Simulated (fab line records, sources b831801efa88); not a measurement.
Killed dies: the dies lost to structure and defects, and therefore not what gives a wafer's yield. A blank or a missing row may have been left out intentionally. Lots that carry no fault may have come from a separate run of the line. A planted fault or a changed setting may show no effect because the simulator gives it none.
Matching of chambers || flow sky130 || rie-diel-01 running SKY_VIA1_ETCH_15: 4 sister chambers
The step etches SiO2 in C4F8/O2/Ar, stops on TiN, target depth 351 nm, time 54 s. 4 wafers are shown with their chamber, then 8 later ones without.

## WAFERS WITH THEIR CHAMBER
{"wafer": "L085.6", "chamber": 0, "oes-product-au (a.u.)": 0.989}
{"wafer": "L087.1", "chamber": 1, "oes-product-au (a.u.)": 0.982}
{"wafer": "L087.4", "chamber": 3, "oes-product-au (a.u.)": 0.968}
{"wafer": "L090.2", "chamber": 2, "oes-product-au (a.u.)": 0.984}

## WAFERS MISSING THEIR CHAMBER
{"wafer": "L090.3", "oes-product-au (a.u.)": 0.974}
{"wafer": "L090.4", "oes-product-au (a.u.)": 0.988}
{"wafer": "L092.3", "oes-product-au (a.u.)": 0.983}
{"wafer": "L092.4", "oes-product-au (a.u.)": 0.987}
{"wafer": "L092.6", "oes-product-au (a.u.)": 0.980}
{"wafer": "L093.3", "oes-product-au (a.u.)": 0.988}
{"wafer": "L093.4", "oes-product-au (a.u.)": 0.983}
{"wafer": "L093.5", "oes-product-au (a.u.)": 0.983}

## EACH ONE'S CHAMBER
{"wafer": "L090.3", "from the rows above": "can't be placed: 3 or 1 or 2", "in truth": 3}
{"wafer": "L090.4", "from the rows above": "can't be placed: 0 or 2", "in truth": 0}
{"wafer": "L092.3", "from the rows above": "can't be placed: 1 or 2", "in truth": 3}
{"wafer": "L092.4", "from the rows above": "can't be placed: 0 or 2 or 1", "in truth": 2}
{"wafer": "L092.6", "from the rows above": "can't be placed: 1 or 2", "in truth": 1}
{"wafer": "L093.3", "from the rows above": "can't be placed: 0 or 2", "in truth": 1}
{"wafer": "L093.4", "from the rows above": "can't be placed: 1 or 2", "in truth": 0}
{"wafer": "L093.5", "from the rows above": "can't be placed: 1 or 2", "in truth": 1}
0 of 8 placed correctly. Not placeable from these rows: 8 (in 5, the candidates include the true chamber). Wrongly placed: 0.
How it was worked out, from the rows above alone: a wafer's distance from a chamber is the root of the sum, over the readings, of the square of ((its reading less the chamber's mean) divided by the reading's scatter). The wafer belongs to the nearest chamber; if the next one is less than 2 further off, it can't be placed. For every chamber, the mean is computed from those of its wafers that are shown. The scatter (one wafer shown for each chamber): square how far every hidden wafer sits from the nearest shown wafer, average those squares and take the square root.
